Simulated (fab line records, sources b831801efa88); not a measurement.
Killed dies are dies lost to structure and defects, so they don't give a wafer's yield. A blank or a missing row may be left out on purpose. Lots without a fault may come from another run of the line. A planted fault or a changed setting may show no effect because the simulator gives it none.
Which tool did it? | flow sky130 | 10 lots, 29 wafers sampled, at 5 steps of a route of 708

WHAT THE GAUGES READ, wafer by wafer
SKY_METAL2_RS_MEAS_05: measures by four-point-probe.
lot  | measured     | on            | METAL2_ALCU_RS (ohm/sq)
L294 | day 33 06:44 | film_metro-04 | 0.1262 0.1259 0.1257
L297 | day 34 18:16 | film_metro-03 | 0.1270 0.1268 0.1267
L298 | day 35 01:05 | film_metro-04 | 0.1257 0.1288 0.1279
L299 | day 35 03:06 | film_metro-04 | 0.1280 0.1282 0.1281
L306 | day 37 11:23 | film_metro-04 | 0.1276 0.1254 0.1244
L307 | day 38 13:19 | film_metro-01 | 0.1258 0.1265 0.1257
L309 | day 39 16:39 | film_metro-03 | 0.1257 0.1253 0.1250
L310 | day 40 04:08 | film_metro-03 | 0.1210 0.1258
L317 | day 41 13:26 | film_metro-04 | 0.1250 0.1272 0.1255
L316 | day 41 19:28 | film_metro-01 | 0.1256 0.1263 0.1250

WHICH TOOL RAN EACH LOT (tool, then ch and the chambers of the sampled wafers, then the start)
lot  | SKY_LI_CONTACT_STRIP_16              | SKY_CONTACT_CVD_00              | SKY_CONTACT_ETCH_18                           | SKY_METAL2_SPUTTER_02
L294 | plasma_asher-01 ch 0,1, day 28 08:46 | pecvd-04 ch 1,2, day 29 15:03   | rie_diel-04 ch 1,2,3, day 33 06:37 or earlier | pvd_sputter-03, day 33 06:37
L297 | plasma_asher-01 ch 0,1, day 29 21:52 | pecvd-02 ch 0,1, day 31 03:36   | rie_diel-02 ch 0,2, day 34 18:10 or earlier   | pvd_sputter-03, day 34 18:10
L298 | plasma_asher-03 ch 0,1, day 30 05:52 | pecvd-03 ch 0,1,2, day 31 11:20 | rie_diel-01 ch 2,3, day 35 01:00 or earlier   | pvd_sputter-02, day 35 01:00
L299 | plasma_asher-02 ch 1, day 30 07:34   | pecvd-02 ch 0,1,2, day 31 13:09 | rie_diel-02 ch 1,2, day 35 02:59 or earlier   | pvd_sputter-03, day 35 02:59
L306 | plasma_asher-03 ch 0,1, day 32 18:46 | pecvd-04 ch 0,1,2, day 33 22:59 | rie_diel-04 ch 0,2,3, day 37 11:18 or earlier | pvd_sputter-02, day 37 11:18
L307 | plasma_asher-02 ch 0,1, day 33 21:04 | pecvd-02 ch 1,2, day 35 01:36   | rie_diel-04 ch 1,2, day 38 13:13 or earlier   | pvd_sputter-04, day 38 13:13
L309 | plasma_asher-02 ch 0,1, day 35 01:07 | pecvd-03 ch 1,2, day 36 05:09   | rie_diel-04 ch 0,3, day 39 16:32 or earlier   | pvd_sputter-03, day 39 16:32
L310 | plasma_asher-01 ch 0,1, day 35 13:53 | pecvd-02 ch 0,2, day 36 17:26   | rie_diel-04 ch 1,2, day 40 04:02 or earlier   | pvd_sputter-03, day 40 04:02
L317 | plasma_asher-03 ch 1, day 37 01:43   | pecvd-02 ch 0,1, day 38 05:20   | rie_diel-04 ch 1,3, day 41 13:21 or earlier   | pvd_sputter-04, day 41 13:21
L316 | plasma_asher-01 ch 0,1, day 37 06:42 | pecvd-04 ch 0,1,2, day 38 10:32 | rie_diel-04 ch 0,1,3, day 41 19:20 or earlier | pvd_sputter-04, day 41 19:20
- SKY_LI_CONTACT_STRIP_16: strips in O2/N2.
- SKY_CONTACT_CVD_00: deposits Si3N4, target thk 75 nm.
- SKY_CONTACT_ETCH_18: etches Si3N4 in CHF3/O2, stops on TiN, time 39 s, target depth 75 nm.
- SKY_METAL2_SPUTTER_02: material AlCu, target thk 250 nm, time 13.3 s.

THE ANSWER, worked out from the rows above alone
Rule: what is usual is taken from the lots themselves. Put in order of their means at a reading, lots are off if they are a third of the lots or fewer, leave a main group of 4 or more, and stand apart from it by a gap of 3 or more times the standard deviation of the main group's means; of several such gaps the widest counts. A main group whose means are all the same, to the digits that the tables above print for the reading, isn't used. A lot without any number at a reading at which 4 lots or more have one is off too. The other lots that the step has rows for count as sound.
No lot is off at any reading shown: from this, nothing can be told.

WHAT THE SIMULATOR HAD PUT IN
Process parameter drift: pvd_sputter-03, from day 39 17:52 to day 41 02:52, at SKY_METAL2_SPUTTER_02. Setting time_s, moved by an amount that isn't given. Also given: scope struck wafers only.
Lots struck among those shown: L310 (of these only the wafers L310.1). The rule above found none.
